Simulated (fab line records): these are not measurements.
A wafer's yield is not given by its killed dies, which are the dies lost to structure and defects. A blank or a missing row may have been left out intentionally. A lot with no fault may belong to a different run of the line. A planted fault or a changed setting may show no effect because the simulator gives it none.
Which tool did it?    flow gf180mcu    13 lots with 39 wafers sampled at 4 steps, on a route of 602 steps

WHAT THE GAUGES SHOWED, per wafer
GF_STI_THK_MEAS_24.
lot   measured     on             STI_CVD_23_THK (nm)
L450  day 2 08:22  film metro-01  645 644 647
L451  day 2 15:31  film metro-03  648 654 651
L454  day 3 06:53  film metro-01  666 638 646
L455  day 3 10:14  film metro-01  653 652 653
L456  day 3 16:32  film metro-03  650 647 649
L457  day 3 20:28  film metro-01  657 648 650
L459  day 4 07:37  film metro-01  643 649 651
L460  day 4 12:46  film metro-01  646 647 638
L462  day 4 21:25  film metro-02  665 642 662
L464  day 5 08:20  film metro-02  653 647 657
L466  day 5 21:25  film metro-03  652 651 651
L471  day 6 20:15  film metro-02  639 645 655
L472  day 7 02:01  film metro-02  640 641 639

GF_VT_IMPLANT_RS_MEAS_46: measures by four-point-probe.
lot   measured      on             MVSD_RS (ohm/sq)
L450  day 7 20:17   film metro-02  456.4 456.4 456.4
L451  day 8 04:58   film metro-02  456.1 455.3 456.4
L454  day 9 03:09   film metro-04  456.5 456.0 455.6
L455  day 9 05:27   film metro-04  457.0 458.3 457.2
L456  day 9 13:35   film metro-04  457.5 460.1 458.2
L457  day 9 18:43   film metro-04  456.0 456.1 455.1
L459  day 10 10:53  film metro-01  455.7 456.0 453.9
L460  day 10 16:18  film metro-04  455.5 457.9 455.1
L462  day 11 06:39  film metro-04  456.6 457.4 455.9
L464  day 11 21:35  film metro-04  459.9 460.2 459.9
L466  day 12 11:19  film metro-04  460.9 460.6 460.8
L471  day 13 16:38  film metro-02  455.0 455.4 454.6
L472  day 13 23:32  film metro-04  457.2 457.8 457.6

GF_SAB_THK_MEAS_01.
lot   measured      on             SAB_CVD_00_THK (nm)
L450  day 14 09:54  film metro-01  50.1 50.8 51.9
L451  day 14 22:04  film metro-01  49.7 50.7 50.6
L454  day 16 11:31  film metro-01  50.6 49.8 51.0
L455  day 16 09:39  film metro-02  49.8 50.3 51.3
L456  day 16 19:29  film metro-03  49.3 50.7 50.3
L457  day 17 03:56  film metro-01  50.6 49.3 50.5
L459  day 18 01:53  film metro-02  51.0 50.7 50.7
L460  day 18 09:44  film metro-03  49.3 50.4 50.1
L462  day 19 07:10  film metro-02  50.1 51.3 50.5
L464  day 19 22:50  film metro-01  49.6 50.3 50.2
L466  day 20 15:18  film metro-01  50.6 50.6 51.3
L471  day 22 05:27  film metro-01  50.0 50.5 50.5
L472  day 22 11:31  film metro-02  49.2 50.5 50.7

WHAT TOOL EACH LOT RAN ON (gives the tool, then ch and the chambers of the sampled wafers, and finally the start)
lot   GF_MVSD_IMPLANT_09
L450  implanter-01 ch 0, day 4 16:26
L451  implanter-03 ch 0, day 5 00:30
L454  implanter-02 ch 0, day 5 17:47
L455  implanter-02 ch 0, day 5 19:54
L456  implanter-02 ch 0, day 6 02:54
L457  implanter-01 ch 0, day 6 07:32
L459  implanter-01 ch 0, day 6 21:34
L460  implanter-02 ch 0, day 7 02:09
L462  implanter-01 ch 0, day 7 15:34
L464  implanter-02 ch 0, day 8 03:51
L466  implanter-02 ch 0, day 8 16:53
L471  implanter-03 ch 0, day 9 17:58
L472  implanter-03 ch 0, day 10 00:24
- GF_MVSD_IMPLANT_09

AS READ BY THE TOOLS THEMSELVES (means over the sampled wafers that have a number; for cases with no such wafer, the mark the record gives instead)
GF_MVSD_IMPLANT_09.
lot   tool          beam energy keV  faraday current uA
L450  implanter-01  100.07           28.2
L451  implanter-03  100.03           28.3
L454  implanter-02  100.02           28.2
L455  implanter-02  99.94            28.5
L456  implanter-02  99.98            28.1
L457  implanter-01  99.98            28.1
L459  implanter-01  100.02           28.6
L460  implanter-02  99.99            28.6
L462  implanter-01  100.02           27.9
L464  implanter-02  116.73           28.2
L466  implanter-02  116.70           28.5
L471  implanter-03  100.00           28.6
L472  implanter-03  100.04           28.9

THE ANSWER, worked out from the rows above alone
Rule: usual is defined by the lots themselves. The widest of any qualifying gaps counts: lots, ordered by their means at a reading, are off when they make up no more than a third of the lots, leave a main group of 4 or more, and stand apart from it by 3 or more times the standard deviation of that group's means. Not used: any main group whose means are identical at the precision the tables above print for the reading. A lot without any number at a reading at which 4 lots or more have one is off too. All remaining lots with rows at the step are treated as sound. After the gauges, taken in route order, come the tools' own readings; for these a lot's mean is taken, as printed above. The first step at which some lot is off is used, and at that step the reading that is off furthest; a lot without a number counts as furthest.
Off at GF_MVSD_IMPLANT_09 (beam energy keV): L464, L466. Main group: mean 100.01, sd 0.034.
If a tool, at that step or one of the process steps before it, ran each lot that is off and ran no sound lot following the first of them, it fits. One fits: implanter-02 at GF_MVSD_IMPLANT_09. Its last sound lot is L460 (day 7 02:09), its first lot that is off L464 (day 8 03:51): a fault that began between those two fits.
The tool's own readings at GF_MVSD_IMPLANT_09 bear it out: on the lots that are off they differ by more than 5 times the standard deviation of the sound lots' means. beam energy keV reads 116.72 there against 100.01 on the sound lots.

WHAT THE SIMULATOR HAD INSERTED
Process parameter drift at GF_MVSD_IMPLANT_09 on implanter-02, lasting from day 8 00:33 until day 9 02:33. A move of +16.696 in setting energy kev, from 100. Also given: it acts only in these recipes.
Lots struck among those shown: L464, L466. The rule above found the same.
